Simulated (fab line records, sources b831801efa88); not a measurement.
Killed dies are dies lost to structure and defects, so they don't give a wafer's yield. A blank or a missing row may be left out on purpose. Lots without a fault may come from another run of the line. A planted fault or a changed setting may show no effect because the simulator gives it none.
Problem report in the 8D (eight disciplines) form, filled by code | flow sky130 | the parts of the form that need people (team, actions taken, sign-off) are left out

1. THE PROBLEM
temp_c at SKY_FIELD_ISO_WET_ETCH_30 reads a mean of 8.24 C on 3 wafers of 1 lot; wafers without a fault read 24.99 C with a standard deviation of 0.11. That is -99 or more standard deviations from the usual mean.
The step: etches SiO2 in dHF, target depth 25 nm, time 50 s.
First seen on wafer L614.3, day 4 07:22, on wet_bench-04. The record holds 15 wafers of 5 lots with a number at this step. Rule for "out", or "out of limits": more than 4 standard deviations from the usual mean. The other wafers with a number count as sound.

2. WHAT IT IS AND WHAT IT IS NOT
question                    | is                         | is not
which readings at this step | temp_c, bath_heat_duty_pct | -
which lots                  | L614                       | L609, L610, L623, L628
which wafers of those lots  | all that have a number     | -
read on which tools         | wet_bench-04               | wet_bench-01, wet_bench-03
when                        | from day 4 07:22           | up to then (6 sound wafers); but 6 sound wafers of L623, L628 came after

3. SUSPECTS, AND WHAT RULES EACH OUT
Counting: a tool at a process step up to the reading stays a suspect if it ran every lot that is out and no sound lot after the first of them.
- cmp-02 at SKY_FIELD_ISO_CMP_27 (polishes, stops on Si3N4, t overpolish 16 s, target thk 457.8 nm): ruled out as a lasting fault. Sound lots L623 ran on it after its first lot that is out, L614 (day 4 06:29).
- wet_bench-04 at SKY_FIELD_ISO_WET_ETCH_30 (etches SiO2 in dHF, target depth 25 nm, time 50 s): kept. It ran the lot that is out, L614 (day 4 07:22), and no sound lot after that; its last sound lot up to then is L609 (day 3 01:41). Its own readings are out on those wafers: bath_heat_duty_pct, temp_c.
Left after counting: wet_bench-04 at SKY_FIELD_ISO_WET_ETCH_30.

4. THE CAUSE (what the simulator had put in)
Process parameter drift: wet_bench-04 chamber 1, from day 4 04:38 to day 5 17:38, at SKY_FIELD_ISO_WET_ETCH_30. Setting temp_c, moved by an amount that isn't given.
Counting left only this tool.

5. THE CHAIN OF EFFECTS, in route order
Each row: a reading whose mean over the struck wafers that have a number lies more than 3 standard deviations from the usual. Only readings for which the record gives a usual standard deviation are gone through. hours: the time from each lot's start at the first step in this table that gives one to its start at this step, as a median over the lots. sigmas: the change in usual standard deviations.
hours | step                      | reading            | usual   | on struck wafers | change | sigmas
0     | SKY_FIELD_ISO_WET_ETCH_30 | bath_heat_duty_pct | 6.7 %   | 0.0              | -6.7   | -9.7
0     | SKY_FIELD_ISO_WET_ETCH_30 | temp_c             | 24.99 C | 8.24             | -16.75 | -99 or more
The process steps in it:
- SKY_FIELD_ISO_WET_ETCH_30: etches SiO2 in dHF, target depth 25 nm, time 50 s.
Later measuring or inspecting steps at which every struck wafer that the step has a row for has a number for every such reading, and none has moved that far: SKY_NWELL_THK_MEAS_02, SKY_DNWELL_TW_MEAS_09, SKY_PWDE_OVL_MEAS_07, SKY_PWDE_TW_MEAS_10.

6. WHAT WOULD HAVE CAUGHT IT SOONER
In this record the first reading out of limits was taken at day 4 07:22, 3 hours after the fault began at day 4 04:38.
